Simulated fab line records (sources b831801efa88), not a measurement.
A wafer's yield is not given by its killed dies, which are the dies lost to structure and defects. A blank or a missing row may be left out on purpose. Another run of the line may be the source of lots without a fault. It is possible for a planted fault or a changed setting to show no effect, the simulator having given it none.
Struck lot and sound lot, side by side | flow sky130 | 15 steps out of a route of 708
Sound: the wafers L556.1, L556.4, L556.5. Struck: wafer L563.5 (L563.1, L563.4, from the same lot, were not struck and are left out); the cause is given at the end.
For every step that has rows: the tool of each side, followed by ch and its chambers, followed by its first start. Under that, the readings that differ: sound wafers | struck wafers | difference of the means | sigmas: that difference in standard deviations of wafers without a fault.
alike: same words and numbers on both sides, and readings whose means sit less than 2 such deviations apart. not compared: any withheld reading, any reading some wafer has no value for, any bound like >300 that may hide the same value, and any number with overlapping values for which the record gives no deviation.
Wherever a step has rows on one side only, a row that says differs or no value, or a row with sigmas, the two part there. Non-overlapping numbers with no deviation appear without sigmas and do not part them. A reading that every wafer of one side lacks parts them only if that side has two wafers or more.

first, 5 steps without rows for these wafers: SKY_LI_CONTACT_COAT_07 (resist thk 450 nm); SKY_LI_CONTACT_SOFTBAKE_08 (time 90 s); SKY_LI_CONTACT_EXPOSE_09 (exposes mask LICM1, target cd 170 nm); SKY_LI_CONTACT_PEB_10; SKY_LI_CONTACT_DEVELOP_11 (develop time 60 s).
SKY_LI_CONTACT_CD_MEAS_12: the cd target is 170 nm.
  sound on cd_sem-01 at day 30 21:13; struck on cd_sem-02 at day 33 04:58
  alike: cd_nm
SKY_LI_CONTACT_OVL_MEAS_13:
  sound on overlay-01 at day 30 21:20; struck on overlay-02 at day 33 05:05
  alike: LI_CONTACT_OVL
SKY_LI_CONTACT_ETCH_14: etches BARC in N2/H2, stops on SiO2, time 45.9 s, target depth 60 nm.
  sound on rie_diel-03 ch 0,2,3, day 30 21:22; struck on rie_diel-04 ch 3, day 33 05:07
  alike: drypump_motor_current_A, oes_product_au, throttle_valve_pct
  not compared: rf_hours_counter_h
SKY_LI_CONTACT_ETCH_15: etches PSG in C4F8/O2/Ar, stops on Si, target depth 600 nm.
  sound on rie_diel-03 ch 0,2,3, day 30 21:25; struck on rie_diel-04 ch 3, day 33 05:10
  alike: oes_product_au
SKY_LI_CONTACT_STRIP_16: strips in O2/N2.
  sound on plasma_asher-04 ch 0,1, day 30 21:29; struck on plasma_asher-02 ch 1, day 33 05:14
  alike: drypump_motor_current_A, oes_product_au, strip_time_to_endpoint_s
  not compared: rf_hours_counter_h
then, 2 steps without rows for these wafers: SKY_LI_CONTACT_CLEAN_17 (cleans in NMP, time 600 s); SKY_LI_CONTACT_PRE_CLEAN_18 (time 5.6 s).
SKY_LI_CONTACT_SPUTTER_19: material Ti, target thk 20 nm, time 106.37 s.
  sound on pvd_sputter-01 at day 30 21:47; struck on pvd_sputter-03 at day 33 05:32
  reading                                       | sound             | struck | difference | sigmas
  model.Ti_of_LI_CONTACT_SPUTTER_19.thk_nm (nm) | 19.76 19.73 19.59 | 23.13  | +3.44      |
  alike: throttle_valve_pct
SKY_LI_CONTACT_SPUTTER_20: material TiN, target thk 20 nm, time 80 s.
  sound on pvd_sputter-01 at day 30 21:52; struck on pvd_sputter-03 at day 33 05:37
  alike: throttle_valve_pct
after that, 1 step had no rows for these wafers: SKY_PAD_OPEN_PROBE_99.

## WHERE THEY PART
Nowhere in this record.

WHY: what had been put in by the simulator
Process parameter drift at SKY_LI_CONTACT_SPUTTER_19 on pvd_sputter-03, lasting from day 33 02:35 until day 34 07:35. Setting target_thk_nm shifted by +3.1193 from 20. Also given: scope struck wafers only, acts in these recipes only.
